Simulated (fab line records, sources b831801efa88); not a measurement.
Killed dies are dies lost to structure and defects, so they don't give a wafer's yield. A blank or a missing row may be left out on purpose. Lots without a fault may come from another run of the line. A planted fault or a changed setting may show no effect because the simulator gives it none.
One fault seen from 2 desks | flow sky130 | each desk has only its own numbers; what lay behind them comes last

THE TOOL OWNER'S DESK: pvd_sputter-03
The tool's own readings at SKY_METAL5_SPUTTER_01 (material TiN, target thk 20 nm, time 16.7 s): means of the sampled wafers that have a number, for each lot that ran on this tool. A lot is out of limits, marked OUT, if its mean lies more than 4 standard deviations from the usual mean; the brackets give that distance.
Columns: A = cathode_dc_power_W at SKY_METAL5_SPUTTER_01, usual 6500.1 W; B = throttle_valve_pct at SKY_METAL5_SPUTTER_01, usual 30.5 %
lot  | first seen here | A                        | B
L293 | day 45 05:35    | 6499.3                   | 30.9
L302 | day 47 09:49    | 5237.4 (-99 or more) OUT | 30.4
L308 | day 48 17:08    | 5238.0 (-99 or more) OUT | 30.6
This desk's finding: out of limits on L302, L308; first on L302, day 47 09:49 (cathode_dc_power_W at SKY_METAL5_SPUTTER_01). In limits: L293.

THE METROLOGY DESK
What the gauges read, lot by lot, whatever tool the lot ran on: means of the sampled wafers that have a number. A lot is out of limits, marked OUT, if its mean lies more than 4 standard deviations from the usual mean; the brackets give that distance.
Columns: A = VIA4_OVL at SKY_VIA4_OVL_MEAS_11, usual -0.5 nm; B = VIA4_W_RS at SKY_VIA4_RS_MEAS_19, usual 0.2189 ohm/sq; C = VIA4_W_THK at SKY_VIA4_THK_MEAS_20, usual 526 nm
lot  | first seen here | A    | B      | C
L290 | day 44 16:44    | -2.0 | 0.2187 | 530
L293 | day 45 03:44    | -1.1 | 0.2186 | 522
L302 | day 47 08:03    | -0.6 | 0.2228 | 520
L306 | day 48 03:52    | 0.1  | 0.2167 | 529
L307 | day 48 14:53    | 0.1  | 0.2172 | 537
L308 | day 48 15:43    | -1.0 | 0.2189 | 523
This desk's finding: nothing out of limits on any of the 6 lots.

PUT TOGETHER
The tool owner's desk could have raised an alarm at day 47 09:49, on L302, L308.
The metrology desk saw nothing out of limits.
The metrology desk has L302, L308 on record, within its limits.
Of the lots named, all ran SKY_METAL5_SPUTTER_01 on pvd_sputter-03.

WHAT THE SIMULATOR HAD PUT IN
Process parameter drift: pvd_sputter-03, from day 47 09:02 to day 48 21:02, at SKY_METAL5_SPUTTER_01. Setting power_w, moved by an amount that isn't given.
Lots struck among those shown: L302, L308.
Hours from the fault's start to each desk's first reading out of limits: the tool owner's desk, 1.
